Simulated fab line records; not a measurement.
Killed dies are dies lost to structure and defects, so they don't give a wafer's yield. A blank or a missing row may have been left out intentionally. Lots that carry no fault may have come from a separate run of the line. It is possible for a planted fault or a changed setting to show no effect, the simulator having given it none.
What tool caused it? | flow sky130 | 13 lots with 39 wafers sampled at 5 steps, on a route of 708 steps

== WHAT THE GAUGES READ, wafer by wafer ==
SKY_POLY_GATE_CD_MEAS_22.
lot  | measured     | on        | cd nm (nm)
L106 | day 16 11:04 | cd sem-01 | 147.4 148.5 148.5
L107 | day 16 22:04 | cd sem-02 | 148.7 150.3 153.8
L108 | day 17 00:50 | cd sem-01 | 152.1 151.1 151.2
L109 | day 17 12:28 | cd sem-02 | 151.9 151.5 150.9
L110 | day 18 00:35 | cd sem-01 | 151.2 151.6 152.5
L113 | day 19 05:41 | cd sem-01 | 146.5 150.2 148.7
L115 | day 19 21:58 | cd sem-02 | 148.2 150.4 148.9
L121 | day 22 16:26 | cd sem-02 | 151.5 151.5 151.3
L123 | day 24 01:04 | cd sem-01 | 151.8 149.2 152.1
L125 | day 24 05:20 | cd sem-02 | 151.0 150.8 150.2
L124 | day 24 05:22 | cd sem-01 | 150.1 149.8 149.5
L127 | day 24 05:34 | cd sem-02 | 151.9 151.2 151.5
L128 | day 25 05:33 | cd sem-02 | 147.6 147.7 146.6

SKY_LDD_LDN_OVL_MEAS_07.
lot  | measured     | on         | LDD_LDN_OVL (nm)
L106 | day 22 18:05 | overlay-01 | 0.1 1.6 0.3
L107 | day 23 15:41 | overlay-02 | 0.6 1.0 0.2
L108 | day 23 17:53 | overlay-01 | 0.3 1.3 0.3
L109 | day 23 21:50 | overlay-01 | 1.1 2.9 -0.2
L110 | day 24 02:56 | overlay-01 | -1.7 -0.9 -1.8
L113 | day 25 08:14 | overlay-02 | 1.6 -1.3 -0.4
L115 | day 26 09:32 | overlay-01 | -0.8 0.7 0.4
L121 | day 28 21:32 | overlay-02 | 1.7 -0.8 -2.4
L123 | day 30 03:53 | overlay-01 | 0.6 -0.1 -0.8
L125 | day 30 07:32 | overlay-02 | 0.1 -1.8 -0.4
L124 | day 30 06:32 | overlay-01 | 0.2 0.3 0.9
L127 | day 30 08:51 | overlay-01 | -0.9 0.7 -0.3
L128 | day 31 06:20 | overlay-01 | -1.5 0.3 2.6

SKY_POLY_CUT_OVL_MEAS_09.
lot  | measured     | on         | POLY_CUT_OVL (nm)
L106 | day 24 04:24 | overlay-02 | -2 -10 -10
L107 | day 24 23:18 | overlay-02 | 0 -5 -4
L108 | day 25 01:44 | overlay-02 | -3 -6 -1
L109 | day 25 07:28 | overlay-01 | -3 -9 -9
L110 | day 25 11:51 | overlay-02 | 4 1 2
L113 | day 26 17:00 | overlay-01 | -7 -10 -18
L115 | day 27 16:54 | overlay-01 | -8 -12 -6
L121 | day 30 04:29 | overlay-01 | -10 -2 -11
L123 | day 31 10:21 | overlay-02 | 1 2 0
L125 | day 31 13:20 | overlay-01 | 6 -2 -6
L124 | day 31 12:13 | overlay-01 | -4 5 -6
L127 | day 31 15:13 | overlay-01 | -4 -13 -8
L128 | day 32 13:13 | overlay-01 | 1 -2 3

SKY_SD_P_CD_MEAS_07: the cd target is 380 nm.
lot  | measured     | on        | cd nm (nm)
L106 | day 25 09:08 | cd sem-01 | 379.4 381.4 377.6
L107 | day 26 04:11 | cd sem-02 | 385.1 387.0 384.4
L108 | day 26 07:01 | cd sem-01 | 384.2 385.0 384.3
L109 | day 26 12:47 | cd sem-02 | 379.9 384.3 382.5
L110 | day 26 17:10 | cd sem-01 | 379.6 378.5 377.2
L113 | day 27 21:35 | cd sem-02 | 404.2 404.7 407.3 404.1 404.5 407.3
L115 | day 28 20:44 | cd sem-02 | 381.7 381.1 379.1
L121 | day 31 08:01 | cd sem-01 | 378.9 378.0 377.0
L123 | day 32 14:40 | cd sem-01 | 384.9 384.6 385.6
L125 | day 32 16:55 | cd sem-02 | 380.0 377.2 378.1
L124 | day 32 15:42 | cd sem-02 | 378.1 378.1 377.9
L127 | day 32 18:52 | cd sem-02 | 379.8 380.5 381.1
L128 | day 33 16:23 | cd sem-02 | 381.9 380.9 382.8

== WHICH TOOL RAN EACH LOT (tool, then ch and the chambers of the sampled wafers, then the start) ==
lot  | SKY_SD_P_EXPOSE_04
L106 | iline stepper-02 ch 0, day 24 20:44
L107 | iline stepper-02 ch 0, day 25 11:53
L108 | iline stepper-01 ch 0, day 25 14:08
L109 | iline stepper-01 ch 0, day 25 21:51
L110 | iline stepper-02 ch 0, day 26 04:41
L113 | iline stepper-01 ch 0, day 27 09:02
L115 | iline stepper-02 ch 0, day 28 05:26
L121 | iline stepper-02 ch 0, day 30 17:15
L123 | iline stepper-01 ch 0, day 31 23:15
L125 | iline stepper-02 ch 0, day 32 03:29
L124 | iline stepper-01 ch 0, day 32 01:09
L127 | iline stepper-01 ch 0, day 32 05:54
L128 | iline stepper-02 ch 0, day 33 01:44
- SKY_SD_P_EXPOSE_04: exposes mask PSDM, target cd 380 nm.

== WHAT THE TOOLS THEMSELVES READ (means of the sampled wafers that have a number; where no wafer has one, the mark that the record gives instead) ==
SKY_SD_P_EXPOSE_04.
lot  | tool             | stage vel mm s (mm/s)
L106 | iline stepper-02 | 499.82
L107 | iline stepper-02 | 500.30
L108 | iline stepper-01 | 500.05
L109 | iline stepper-01 | 500.06
L110 | iline stepper-02 | 499.90
L113 | iline stepper-01 | 500.18
L115 | iline stepper-02 | 499.85
L121 | iline stepper-02 | 500.04
L123 | iline stepper-01 | 500.06
L125 | iline stepper-02 | 499.81
L124 | iline stepper-01 | 499.78
L127 | iline stepper-01 | 500.27
L128 | iline stepper-02 | 499.81

== THE ANSWER, worked out from the rows above alone ==
Rule: the usual values come from the lots themselves. The widest of any qualifying gaps counts: lots, ordered by their means at a reading, are off when they make up no more than a third of the lots, leave a main group of 4 or more, and stand apart from it by 3 or more times the standard deviation of that group's means. The tables above print the reading to a certain number of digits; a main group whose means all agree to those digits is not used. A lot without any number at a reading at which 4 lots or more have one is off too. Any other lot the step has rows for is counted as sound. The gauges are gone through in route order, then the tools' own readings, and for those a lot's mean is taken as printed above. At the first step where some lot is off, the reading lying furthest off is the one used; lots without a number count as furthest.
Off: L113 (SKY_SD_P_CD_MEAS_07, cd nm). The main group: mean 381.0 nm, standard deviation 2.7.
If a tool, at a process step before that reading, ran all the lots that are off and no sound lot after the first of them, it fits. The gauges at SKY_SD_P_CD_MEAS_07 are tried like those tools. Of those tried, none fits.

== WHAT WAS PUT IN BY THE SIMULATOR ==
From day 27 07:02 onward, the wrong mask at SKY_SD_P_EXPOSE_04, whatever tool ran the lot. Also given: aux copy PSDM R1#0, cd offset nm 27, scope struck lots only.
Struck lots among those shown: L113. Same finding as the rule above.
